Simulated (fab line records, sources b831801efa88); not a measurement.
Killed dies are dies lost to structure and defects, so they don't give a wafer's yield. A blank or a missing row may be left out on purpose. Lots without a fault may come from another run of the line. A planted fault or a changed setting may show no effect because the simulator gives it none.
Which tool did it? | flow gf180mcu | 6 lots, 18 wafers sampled, at 2 steps of a route of 602

WHAT THE GAUGES READ, wafer by wafer
GF_HV_LDD_CD_MEAS_19: target cd 400 nm.
lot  | measured     | on        | cd_nm (nm)
L672 | day 11 16:58 | cd_sem-01 | 400.1 400.7 401.5
L675 | day 12 12:13 | cd_sem-01 | 396.6 396.9 398.2
L685 | day 15 21:00 | cd_sem-02 | 402.2 399.8 400.3
L687 | day 16 12:08 | cd_sem-02 | 399.9 401.5 400.5
L691 | day 17 17:43 | cd_sem-01 | 397.5 397.3 397.0
L693 | day 18 15:02 | cd_sem-01 | 399.1 398.2 398.0

WHICH TOOL RAN EACH LOT (tool, then ch and the chambers of the sampled wafers, then the start)
lot  | GF_HV_LDD_EXPOSE_16
L672 | iline_stepper-02 ch 0, day 11 07:50
L675 | iline_stepper-02 ch 0, day 12 02:43
L685 | iline_stepper-02 ch 0, day 15 10:04
L687 | iline_stepper-02 ch 0, day 16 00:41
L691 | iline_stepper-02 ch 0, day 17 06:01
L693 | iline_stepper-02 ch 0, day 18 03:17
- GF_HV_LDD_EXPOSE_16: exposes mask Pplus LV AREA, target cd 400 nm.

THE ANSWER, worked out from the rows above alone
Rule: what is usual is taken from the lots themselves. Put in order of their means at a reading, lots are off if they are a third of the lots or fewer, leave a main group of 4 or more, and stand apart from it by a gap of 3 or more times the standard deviation of the main group's means; of several such gaps the widest counts. A main group whose means are all the same, to the digits that the tables above print for the reading, isn't used. A lot without any number at a reading at which 4 lots or more have one is off too. The other lots that the step has rows for count as sound.
No lot is off at any reading shown: from this, nothing can be told.

WHAT THE SIMULATOR HAD PUT IN
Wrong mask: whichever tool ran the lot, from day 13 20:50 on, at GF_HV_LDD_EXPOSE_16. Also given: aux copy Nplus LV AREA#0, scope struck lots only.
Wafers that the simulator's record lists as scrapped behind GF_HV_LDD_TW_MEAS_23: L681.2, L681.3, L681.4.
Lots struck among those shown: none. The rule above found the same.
